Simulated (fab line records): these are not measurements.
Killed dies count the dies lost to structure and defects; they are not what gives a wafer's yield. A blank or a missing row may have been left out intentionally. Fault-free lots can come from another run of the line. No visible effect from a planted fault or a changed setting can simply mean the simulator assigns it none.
Chamber matching + flow gf180mcu + GF_CONTACT_CMP_04 on cmp-02 has 4 sister chambers
The step polishes SiO2. 39 wafers are shown with their chamber, then 12 later ones without.

WAFERS WITH THEIR CHAMBER
| wafer  | chamber | motor-current-A (A) | time-to-endpoint-s (s) |
|--------|---------|---------------------|------------------------|
| L074.2 | 1       | 11.3                | 117                    |
| L074.4 | 3       | 11.9                | 115                    |
| L074.6 | 0       | 11.9                | 115                    |
| L075.3 | 0       | 11.5                | 110                    |
| L075.4 | 3       | 11.7                | 123                    |
| L075.5 | 0       | 11.6                | 121                    |
| L076.1 | 0       | 12.0                | 115                    |
| L076.2 | 1       | 11.1                | 125                    |
| L076.3 | 2       | 12.9                | 118                    |
| L078.1 | 1       | 11.0                | 117                    |
| L078.3 | 0       | 12.2                | 113                    |
| L078.5 | 2       | 12.7                | 118                    |
| L078.2 | 2       | 12.8                | 113                    |
| L078.4 | 3       | 11.6                | 125                    |
| L078.6 | 1       | 11.8                | 124                    |
| L079.1 | 2       | 12.2                | 110                    |
| L079.5 | 2       | 12.4                | 119                    |
| L079.6 | 3       | 12.0                | 116                    |
| L079.2 | 1       | 11.5                | 119                    |
| L079.3 | 3       | 11.4                | 115                    |
| L079.4 | 0       | 12.0                | 125                    |
| L081.1 | 2       | 12.3                | 110                    |
| L081.3 | 1       | 11.2                | 121                    |
| L081.4 | 3       | 12.2                | 122                    |
| L082.2 | 0       | 12.7                | 108                    |
| L082.3 | 2       | 12.5                | 114                    |
| L082.5 | 1       | 11.7                | 124                    |
| L084.1 | 1       | 11.4                | 112                    |
| L084.2 | 2       | 12.3                | 104                    |
| L084.3 | 3       | 11.3                | 105                    |
| L088.1 | 2       | 12.5                | 103                    |
| L088.4 | 3       | 12.5                | 117                    |
| L088.6 | 2       | 13.5                | 107                    |
| L089.1 | 1       | 11.4                | 110                    |
| L089.3 | 0       | 12.4                | 99                     |
| L089.5 | 2       | 12.8                | 97                     |
| L090.2 | 1       | 11.1                | 104                    |
| L090.4 | 2       | 12.4                | 98                     |
| L090.6 | 2       | 12.4                | 101                    |

SIGNATURES (means of the wafers above)
| reading            | chamber 0 | chamber 1 | chamber 2 | chamber 3 | scatter within a chamber |
|--------------------|-----------|-----------|-----------|-----------|--------------------------|
| motor-current-A    | 12.037    | 11.350    | 12.592    | 11.825    | 0.352                    |
| time-to-endpoint-s | 113.25    | 117.30    | 108.62    | 117.25    | 7.26                     |
Rule: a wafer lies at a distance from a chamber equal to the root of the sum of squares, over the readings, of (its reading less the chamber's mean, divided by the reading's scatter). If the next closest chamber is less than 2 further off than the closest, the wafer can't be placed; otherwise it belongs to the closest. The scatter is the square root of a quotient: the sum, over the shown wafers, of each reading's squared deviation from its chamber's mean, divided by wafers minus chambers.

WAFERS WITH NO CHAMBER GIVEN
| wafer  | motor-current-A (A) | time-to-endpoint-s (s) |
|--------|---------------------|------------------------|
| L090.1 | 11.4                | 98                     |
| L090.3 | 11.7                | 99                     |
| L090.5 | 11.7                | 103                    |
| L093.4 | 11.7                | 105                    |
| L093.5 | 12.5                | 107                    |
| L093.6 | 11.9                | 110                    |
| L094.1 | 12.3                | 101                    |
| L094.5 | 11.7                | 105                    |
| L094.6 | 12.7                | 105                    |
| L096.2 | 11.3                | 103                    |
| L096.5 | 11.4                | 113                    |
| L096.6 | 11.9                | 107                    |

CHAMBER TAKEN BY EACH
| wafer  | from the rows above               | in truth |
|--------|-----------------------------------|----------|
| L090.1 | can't be placed: 1 or 0 or 3 or 2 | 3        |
| L090.3 | can't be placed: 0 or 3 or 1 or 2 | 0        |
| L090.5 | can't be placed: 0 or 3 or 1 or 2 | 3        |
| L093.4 | can't be placed: 0 or 3 or 1 or 2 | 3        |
| L093.5 | can't be placed: 2 or 0           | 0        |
| L093.6 | can't be placed: 0 or 3 or 1 or 2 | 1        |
| L094.1 | can't be placed: 2 or 0 or 3      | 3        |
| L094.5 | can't be placed: 0 or 3 or 1 or 2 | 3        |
| L094.6 | can't be placed: 2 or 0           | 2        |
| L096.2 | can't be placed: 1 or 3 or 0 or 2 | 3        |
| L096.5 | can't be placed: 1 or 3 or 0      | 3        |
| L096.6 | can't be placed: 0 or 3 or 2 or 1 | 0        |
Correctly placed: 0 of 12. Unplaceable from these rows: 12, with the true chamber sitting among the candidates in 12. Number placed wrongly: 0.
